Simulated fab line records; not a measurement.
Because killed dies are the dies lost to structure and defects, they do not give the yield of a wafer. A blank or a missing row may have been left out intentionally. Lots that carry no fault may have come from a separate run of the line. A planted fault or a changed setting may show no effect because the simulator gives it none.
fab line records	flow gf180mcu
record lots=11	wafers=33	last-day=34
route steps=602 shown M2@362 V2@404 M3@425 V3@429
lots that met no fault: taken from a fault-free run of the same line
start-h: hours from the record's opening day to when the first of the lot's shown wafers began	wait-h: how many hours have passed since the lot's step before this one	" the same as in the row above	L1.1+2: a single row standing in for several wafers	- no value, or no start given	* or withheld: withheld	< > ~ a bound
route shown NAME@n: names a module that has steps shown in the file, with the first one's number in the route	usual: average and standard deviation across the fault-free wafers	same: alike in all rows	chamber/n: place in a boat	sites: the reading at each site	_std_site: the values' standard deviation	_edge_site: mean of outer sites minus mean of inner sites	radius-mm: how far each site lies from the wafer's centre	mask NAME#n: copy n	behind: the last tool/chamber to shape the wafer	hold: the reason the lot was held/the length of the hold in hours/how it ended	device: which transistor (n, p or np) failed to switch	end of line: the tests these same wafers got at the end of their route	step lacking rows: just its recipe	killed: dies that structure and defects cost at the first sort, which is not the same as the wafer's yield	map: per-die view of a wafer (x killed, . not killed, _ where there is no die)
set.NAME: the setting as run; set.NAME@STEP: as run at that earlier step	model.NAME: the simulator's own value behind a step, which no gauge read
one table for each step of the route and one row for each wafer, over a sample of lots
services: when a tool's chamber went out of use (start-h, in hours from the record's first day, below 0 if earlier), for how many hours, and the reason
## steps
# step GF_M2_SPUTTER_00
# recipe material=Ti	target-thk-nm=37.5	arriving-ion-energy-ev=80	substrate-temp-c=200	chamber-pressure-pa=2	power-w=4000	time-s=150
# usual chamber-pressure-pa=2.000/0.0042	throttle-valve-pct=30.0/0.98
lot.wafer	tool	chamber	start-h	wait-h	chamber-pressure-pa	throttle-valve-pct
L949.2	pvd-sputter-02	-	408.95	0.1	2.004	28.3
L949.3	"	-	"	"	1.997	30.9
L949.6	"	-	"	"	1.996	30.8
L950.1	pvd-sputter-02	-	430.30	0.2	2.000	30.9
L950.2	"	-	"	"	1.996	30.4
L950.4	"	-	"	"	2.003	30.9
L952.3	pvd-sputter-02	-	436.00	0.1	1.995	31.1
L952.4	"	-	"	"	1.992	30.9
L952.5	"	-	"	"	1.998	27.9
L953.1	pvd-sputter-03	-	456.08	0.1	2.002	29.5
L953.4	"	-	"	"	2.000	30.8
L953.5	"	-	"	"	1.998	30.4
L955.1	pvd-sputter-02	-	468.53	0.2	2.002	30.9
L955.2	"	-	"	"	1.996	28.2
L955.3	"	-	"	"	1.995	30.3
L957.1	pvd-sputter-01	-	489.68	0.2	2.001	29.6
L957.3	"	-	"	"	2.005	28.9
L957.5	"	-	"	"	2.006	28.9
L958.1	pvd-sputter-03	-	501.32	0.2	2.002	30.5
L958.2	"	-	"	"	2.004	29.5
L958.4	"	-	"	"	2.004	31.0
L961.1	pvd-sputter-03	-	524.24	0.2	2.003	29.6
L961.3	"	-	"	"	1.995	30.7
L961.6	"	-	"	"	2.000	31.0
L969.4	pvd-sputter-02	-	582.44	0.2	2.004	28.3
L969.5	"	-	"	"	2.002	28.3
L969.6	"	-	"	"	2.006	30.9
L970.2	pvd-sputter-02	-	590.29	0.2	2.001	30.2
L970.3	"	-	"	"	1.999	30.8
L970.5	"	-	"	"	2.006	28.1
L971.3	pvd-sputter-03	-	596.27	0.1	2.002	29.2
L971.4	"	-	"	"	1.997	29.2
L971.5	"	-	"	"	1.995	29.1
# step GF_V2_SPUTTER_22
# recipe material=TiN	target-thk-nm=10	chamber-pressure-pa=5	power-w=4000	time-s=40
# usual chamber-pressure-pa=5.002/0.0094	throttle-valve-pct=29.8/0.8
lot.wafer	tool	chamber	start-h	wait-h	chamber-pressure-pa	throttle-valve-pct
L949.2	pvd-sputter-04	-	458.94	0.0	4.994	29.9
L949.3	"	-	"	"	4.993	29.8
L949.6	"	-	"	"	5.005	29.4
L950.1	pvd-sputter-04	-	480.95	0.0	5.014	30.6
L950.2	"	-	"	"	4.996	29.8
L950.4	"	-	"	"	5.011	30.0
L952.3	pvd-sputter-04	-	487.43	0.0	4.984	29.9
L952.4	"	-	"	"	4.999	31.1
L952.5	"	-	"	"	4.998	29.5
L953.1	pvd-sputter-04	-	507.60	0.0	4.997	30.6
L953.4	"	-	"	"	5.003	29.8
L953.5	"	-	"	"	4.993	29.8
L955.1	pvd-sputter-04	-	518.92	0.0	4.997	29.7
L955.2	"	-	"	"	5.001	31.0
L955.3	"	-	"	"	4.986	29.9
L957.1	pvd-sputter-02	-	539.08	0.0	5.002	30.1
L957.3	"	-	"	"	5.016	28.4
L957.5	"	-	"	"	5.004	30.9
L958.1	pvd-sputter-01	-	550.58	0.0	5.005	29.7
L958.2	"	-	"	"	5.003	29.2
L958.4	"	-	"	"	5.023	29.8
L961.1	pvd-sputter-04	-	572.17	0.0	5.000	29.8
L961.3	"	-	"	"	4.970	29.9
L961.6	"	-	"	"	4.995	29.6
L969.4	pvd-sputter-01	-	626.94	0.0	5.004	29.5
L969.5	"	-	"	"	5.010	29.0
L969.6	"	-	"	"	4.993	29.8
L970.2	pvd-sputter-02	-	634.57	0.0	5.019	30.9
L970.3	"	-	"	"	5.008	31.0
L970.5	"	-	"	"	5.004	30.7
L971.3	pvd-sputter-04	-	641.27	0.0	5.008	29.6
L971.4	"	-	"	"	5.010	30.6
L971.5	"	-	"	"	5.000	30.0
# step GF_M3_METAL_ETCH_16
# recipe chemistry=Cl2/BCl3	mask-material=KrF	target-depth-nm=750.8	stop-on=SiO2	pressure-mtorr=8	icp-w=800	bias-w=140	Cl2_flow_sccm=80	bcl3-flow-sccm=40	time-s=125.1
# usual drypump-motor-current-A=5.7/0.65	mfc-cl2-sccm=80.08/0.28	oes-product-au=0.988/0.0079	throttle-valve-pct=28.233/0.012
lot.wafer	tool	chamber	start-h	wait-h	drypump-motor-current-A	mfc-cl2-sccm	oes-product-au	rf-hours-counter-h	throttle-valve-pct
L949.2	rie-metal-02	1	484.69	0.0	5.1	79.89	0.998	10	28.226
L949.3	"	0	"	"	6.6	79.98	0.984	-	28.221
L949.6	"	0	"	"	6.7	79.90	0.990	-	28.231
L950.1	rie-metal-02	0	505.91	0.0	6.6	80.00	0.986	13	28.249
L950.2	"	1	"	"	5.2	80.35	0.989	11	28.241
L950.4	"	1	"	"	5.2	80.24	0.997	-	28.227
L952.3	rie-metal-01	0	511.90	0.1	5.7	79.84	0.980	-	28.227
L952.4	"	1	"	"	5.4	79.78	0.984	-	28.230
L952.5	"	1	"	"	5.4	79.76	0.978	-	28.251
L953.1	rie-metal-03	0	532.01	0.0	6.1	79.90	0.987	12	28.221
L953.4	"	0	"	"	6.2	79.73	1.003	-	28.221
L953.5	"	0	"	"	6.1	80.36	0.999	-	28.228
L955.1	rie-metal-03	0	542.66	0.0	6.1	79.96	0.993	13	28.227
L955.2	"	1	"	"	4.8	79.80	0.991	7	28.221
L955.3	"	0	"	"	6.1	80.21	0.991	-	28.212
L957.1	rie-metal-03	1	562.19	0.0	4.9	79.81	0.993	8	28.222
L957.3	"	1	"	"	4.8	80.07	0.997	-	28.217
L957.5	"	1	"	"	4.8	80.06	0.993	-	28.227
L958.1	rie-metal-02	0	572.99	0.0	6.6	79.78	0.982	15	28.257
L958.2	"	1	"	"	5.2	79.20	0.992	13	28.225
L958.4	"	1	"	"	5.2	79.63	0.992	-	28.234
L961.1	rie-metal-02	1	594.21	0.0	5.2	80.42	0.994	14	28.222
L961.3	"	1	"	"	5.2	79.77	1.003	-	28.224
L961.6	"	1	"	"	5.2	80.23	0.992	-	28.205
L969.4	rie-metal-01	0	647.95	0.1	5.7	79.87	0.987	-	28.224
L969.5	"	0	"	"	5.8	80.21	0.987	-	28.224
L969.6	"	1	"	"	5.4	80.56	0.980	-	28.241
L970.2	rie-metal-02	0	655.39	0.0	6.6	80.33	0.993	3	28.240
L970.3	"	1	"	"	5.2	79.91	0.996	-	28.209
L970.5	"	1	"	"	5.2	80.07	0.996	-	28.211
L971.3	rie-metal-03	1	661.28	0.1	4.8	80.25	0.990	-	28.241
L971.4	"	0	"	"	6.2	80.07	0.983	-	28.229
L971.5	"	1	"	"	4.8	79.94	0.985	-	28.231
# step GF_V3_CVD_00
# recipe material=SiO2	target-thk-nm=600	sigma-open-frac=0.3	temp-c=400	time-s=100	sih4-flow-sccm=60	pressure-mtorr=6
# usual sih4-flow-sccm=59.98/0.16	susceptor-temp-C=400.01/0.22
lot.wafer	tool	chamber	start-h	wait-h	sih4-flow-sccm	susceptor-temp-C
L949.2	hdpcvd-02	1	485.38	0.0	59.67	399.88
L949.3	"	0	"	"	59.89	399.82
L949.6	"	2	"	"	59.73	400.50
L950.1	hdpcvd-01	2	506.57	0.0	59.88	399.60
L950.2	"	1	"	"	59.79	399.93
L950.4	"	1	"	"	60.09	400.11
L952.3	hdpcvd-01	2	512.55	0.0	60.03	399.96
L952.4	"	0	"	"	59.80	399.84
L952.5	"	2	"	"	60.05	399.92
L953.1	hdpcvd-02	0	532.67	0.0	60.01	400.09
L953.4	"	1	"	"	59.94	399.92
L953.5	"	0	"	"	60.10	400.14
L955.1	hdpcvd-01	0	543.32	0.0	60.08	399.89
L955.2	"	1	"	"	59.96	400.27
L955.3	"	2	"	"	60.10	399.99
L957.1	hdpcvd-02	2	562.99	0.0	59.98	399.76
L957.3	"	0	"	"	59.85	399.79
L957.5	"	0	"	"	59.76	400.03
L958.1	hdpcvd-02	1	573.66	0.0	59.92	400.10
L958.2	"	0	"	"	59.84	400.06
L958.4	"	0	"	"	59.86	400.23
L961.1	hdpcvd-02	0	595.00	0.0	90.14	399.79
L961.3	"	2	"	"	59.96	400.05
L961.6	"	2	"	"	59.98	399.66
L969.4	hdpcvd-01	1	648.62	0.0	60.03	399.87
L969.5	"	0	"	"	59.99	399.91
L969.6	"	2	"	"	60.08	400.04
L970.2	hdpcvd-02	2	656.08	0.0	59.64	400.00
L970.3	"	0	"	"	60.32	400.15
L970.5	"	2	"	"	59.87	399.95
L971.3	hdpcvd-01	0	661.97	0.0	59.93	399.53
L971.4	"	1	"	"	60.22	400.24
L971.5	"	0	"	"	59.91	400.07
# step GF_V3_THK_MEAS_01
# recipe reads=SiO2_of_V3_CVD_00
# usual V3_CVD_00_THK=598/8.2
lot.wafer	tool	chamber	start-h	wait-h	hold	V3_CVD_00_THK[nm]
L949.2	film-metro-01	-	485.47	0.0	-	608
L949.3	"	-	"	"	-	601
L949.6	"	-	"	"	-	592
L950.1	film-metro-01	-	506.65	0.0	-	593
L950.2	"	-	"	"	-	589
L950.4	"	-	"	"	-	591
L952.3	film-metro-03	-	512.65	0.1	-	595
L952.4	"	-	"	"	-	608
L952.5	"	-	"	"	-	600
L953.1	film-metro-02	-	532.74	0.0	-	608
L953.4	"	-	"	"	-	619
L953.5	"	-	"	"	-	612
L955.1	film-metro-01	-	543.39	0.0	-	611
L955.2	"	-	"	"	-	601
L955.3	"	-	"	"	-	598
L957.1	film-metro-03	-	563.06	0.0	-	585
L957.3	"	-	"	"	-	600
L957.5	"	-	"	"	-	591
L958.1	film-metro-02	-	573.73	0.0	-	609
L958.2	"	-	"	"	-	599
L958.4	"	-	"	"	-	601
L961.1	film-metro-02	-	595.07	0.0	await-dispo/0.2h/release	895
L961.3	"	-	"	"	await-dispo/0.2h/release	584
L961.6	"	-	"	"	await-dispo/0.2h/release	580
L961.1	film-metro-02	-	595.30	0.2	-	895
L961.3	"	-	"	"	-	584
L961.6	"	-	"	"	-	580
L969.4	film-metro-03	-	648.78	0.1	-	600
L969.5	"	-	"	"	-	595
L969.6	"	-	"	"	-	592
L970.2	film-metro-01	-	656.16	0.0	-	577
L970.3	"	-	"	"	-	599
L970.5	"	-	"	"	-	571
L971.3	film-metro-01	-	662.06	0.1	-	614
L971.4	"	-	"	"	-	600
L971.5	"	-	"	"	-	613
## services
tool	chamber	start-h	hours	kind
hdpcvd-02	2	388.95	4.1	repair
pvd-sputter-01	-	410.15	25.2	repair
pvd-sputter-04	-	412.21	11.4	repair
rie-metal-02	-	418.17	1.4	pm
pvd-sputter-02	0	419.42	-	consumable-replace:kit
pvd-sputter-02	0	419.42	18.0	scheduled-down
pvd-sputter-02	0	419.42	18.0	vent-cycle
hdpcvd-02	-	428.89	2.8	pm
pvd-sputter-01	-	438.90	2.9	repair
pvd-sputter-02	-	452.88	8.6	repair
rie-metal-02	1	460.83	4.3	repair
hdpcvd-02	0	474.49	3.5	repair
rie-metal-03	-	489.45	14.6	pm
pvd-sputter-02	-	511.99	2.3	repair
pvd-sputter-03	-	527.28	3.6	repair
pvd-sputter-04	-	538.64	5.5	repair
hdpcvd-02	-	539.25	15.0	pm
hdpcvd-01	2	549.39	3.5	repair
pvd-sputter-02	3	630.89	-	consumable-replace:kit
pvd-sputter-02	3	630.89	18.0	scheduled-down
pvd-sputter-02	3	630.89	18.0	vent-cycle
rie-metal-02	-	641.36	2.8	pm
rie-metal-03	1	645.29	3.8	repair
hdpcvd-01	2	658.03	7.8	repair
## key
first-sign step=GF_V3_CVD_00	reading=sih4-flow-sccm	direction=up	sigmas=99+	usual=59.98	struck=90.14
effect step=GF_V3_THK_MEAS_01	reading=visit	direction=added
effect step=GF_V3_THK_MEAS_01	reading=V3_CVD_00_THK	direction=up	sigmas=36	usual=598	struck=895
met-at GF_V3_CVD_00
struck-lots L961
struck-wafers L961.1
not-acting-at GF_M2_SPUTTER_00,GF_V2_SPUTTER_22,GF_M3_METAL_ETCH_16
onset-between 573.66 595.00
fault kind=process-parameter-drift	tool=hdpcvd-02	chamber=0	onset-h=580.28	steps=GF_V3_CVD_00	channel=sih4-flow-sccm	offset=30	shape=step	end-h=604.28	acts-in=these-recipes-only	stated=60
